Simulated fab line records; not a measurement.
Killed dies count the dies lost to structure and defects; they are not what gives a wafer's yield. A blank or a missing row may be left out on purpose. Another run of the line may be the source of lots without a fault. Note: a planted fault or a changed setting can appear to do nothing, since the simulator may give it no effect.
What tool caused it? ; flow sky130 ; 6 lots, 18 wafers sampled, at 3 steps of a route of 708

## WHAT EACH GAUGE READ, for each wafer
SKY_NWELL_TW_MEAS_26.
lot;measured;on;NWELL_2_TW
L497;day 7 05:08;film-metro-03;497 498 499
L501;day 8 08:22;film-metro-01;494 501 496
L503;day 8 20:54;film-metro-02;499 497 497
L505;day 9 11:35;film-metro-02;497 496 496
L508;day 10 11:01;film-metro-03;523 523 522 523 522 522
L511;day 11 04:07;film-metro-02;495 496 496

## TOOL THAT RAN EACH LOT (tool first, then ch and the chambers of the sampled wafers, then the start)
lot;SKY_FIELD_ISO_ETCH_17;SKY_NWELL_IMPLANT_24
L497;rie-si-02 ch 2,3, day 4 01:37;implanter-02 ch 0, day 7 04:55
L501;rie-si-02 ch 0,2,3, day 4 23:13;implanter-02 ch 0, day 8 08:07
L503;rie-si-02 ch 1,2, day 5 09:37;implanter-02 ch 0, day 8 20:40
L505;rie-si-02 ch 0,2,3, day 5 20:28;implanter-01 ch 0, day 9 11:21
L508;rie-si-01 ch 0,1,2, day 6 15:08;implanter-02 ch 0, day 10 10:46
L511;rie-si-02 ch 0,1,2, day 7 04:13;implanter-01 ch 0, day 11 03:53
- SKY_FIELD_ISO_ETCH_17: etches Si in HBr/Cl2/O2, target depth 342 nm, time 97.7 s.
- SKY_NWELL_IMPLANT_24

## THE ANSWER, worked out from the rows above alone
Rule: the usual values come from the lots themselves. Put in order of their means at a reading, lots are off if they are a third of the lots or fewer, leave a main group of 4 or more, and stand apart from it by a gap of 3 or more times the standard deviation of the main group's means; of several such gaps the widest counts. Not used: any main group whose means are identical at the precision the tables above print for the reading. Also off: a lot with no number at a reading for which 4 or more lots have one. Any other lot the step has rows for is counted as sound.
Off: at SKY_NWELL_TW_MEAS_26 (NWELL_2_TW), L508. The main group: mean 497, standard deviation 0.85.
If a tool, at a process step before that reading, ran all the lots that are off and no sound lot after the first of them, it fits. Those tools and the gauges at SKY_NWELL_TW_MEAS_26 are tried in the same way. Can't be told from this: 3 tools fit, rie-si-01 at SKY_FIELD_ISO_ETCH_17, implanter-02 at SKY_NWELL_IMPLANT_24, film-metro-03 at SKY_NWELL_TW_MEAS_26.

## WHAT THE SIMULATOR HAD INSERTED
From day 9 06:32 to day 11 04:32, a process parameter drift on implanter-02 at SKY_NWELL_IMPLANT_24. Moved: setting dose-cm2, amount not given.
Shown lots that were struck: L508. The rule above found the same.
